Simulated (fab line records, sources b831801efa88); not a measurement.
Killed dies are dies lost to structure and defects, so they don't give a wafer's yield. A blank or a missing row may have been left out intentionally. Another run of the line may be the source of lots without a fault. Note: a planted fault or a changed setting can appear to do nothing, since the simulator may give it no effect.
One fault seen from 2 desks ; flow sfqLine ; numbers are kept per desk, each desk with only its own; the story behind them comes last

AT THE TOOL OWNER'S DESK: lithoTrack-02
The tool's own readings at SFQ_TRILAYER_L0_LITHO_PEB_008 (peb time 60 s): means of the sampled wafers that have a number, for each lot that ran on this tool. The brackets show how far a lot's mean lies from the usual mean; more than 4 standard deviations puts the lot out of limits, marked OUT.
Columns: A = chillPlateTempC at SFQ_TRILAYER_L0_LITHO_PEB_008, usual 22.98 C; B = heaterPowerTotalW at SFQ_TRILAYER_L0_LITHO_PEB_008, usual 79.15 W; C = plateTempC at SFQ_TRILAYER_L0_LITHO_PEB_008, usual 115.02 C; D = resistLineTempC at SFQ_TRILAYER_L0_LITHO_PEB_008, usual 23.00 C
lot;first seen here;A;B;C;D
L595;day 7 05:25;23.17;78.29 (-13) OUT;113.98 (-7.5) OUT;23.06
L598;day 7 19:56;22.88;78.36 (-12) OUT;114.03 (-7.1) OUT;22.92
L610;day 10 17:41;22.99;79.19;115.21;22.95
L611;day 10 21:17;23.10;79.12;115.17;23.06
Finding of this desk: L595, L598 out of limits; the first was L595 at day 7 05:25, on heaterPowerTotalW at SFQ_TRILAYER_L0_LITHO_PEB_008. L610, L611 stayed within limits.

FROM THE METROLOGY DESK
Means of the sampled wafers that have a number, per lot and without regard to the tool the lot ran on: this is what the gauges read. The brackets show how far a lot's mean lies from the usual mean; more than 4 standard deviations puts the lot out of limits, marked OUT.
Columns: A = INCOMING_BOW at SFQ_INCOMING_BOW_MEAS_900, usual 0 um; B = L0_MONX_KI_RS at SFQ_L0_RS_MEAS_901, usual 43.5 ohm/sq; C = L0_MONX_KI_THK at SFQ_L0_THK_MEAS_902, usual 39.7 nm
lot;first seen here;A;B;C
L595;day 2 21:00;3;43.0;40.5
L598;day 3 12:00;2;43.8;39.4
L602;day 4 08:01;6;43.5;39.8
L608;day 5 14:00;3;43.1;40.3
L610;day 6 00:01;4;44.0;39.1
L611;day 6 05:01;5;43.3;39.8
Finding of this desk: none of the 6 lots has anything out of limits.

BROUGHT TOGETHER
At day 7 05:25, on L595, L598, the tool owner's desk was in a position to raise an alarm.
At the metrology desk, nothing out of limits was observed.
The metrology desk has L595, L598 on record, within its limits.
Every lot named ran SFQ_TRILAYER_L0_LITHO_PEB_008 on lithoTrack-02.

WHAT THE SIMULATOR HAD PUT IN
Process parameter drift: lithoTrack-02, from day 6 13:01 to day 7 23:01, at SFQ_TRILAYER_L0_LITHO_PEB_008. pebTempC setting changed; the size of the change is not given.
Lots struck among those shown: L595, L598.
Each desk's first reading out of limits, in hours after the fault started: the tool owner's desk, 16.
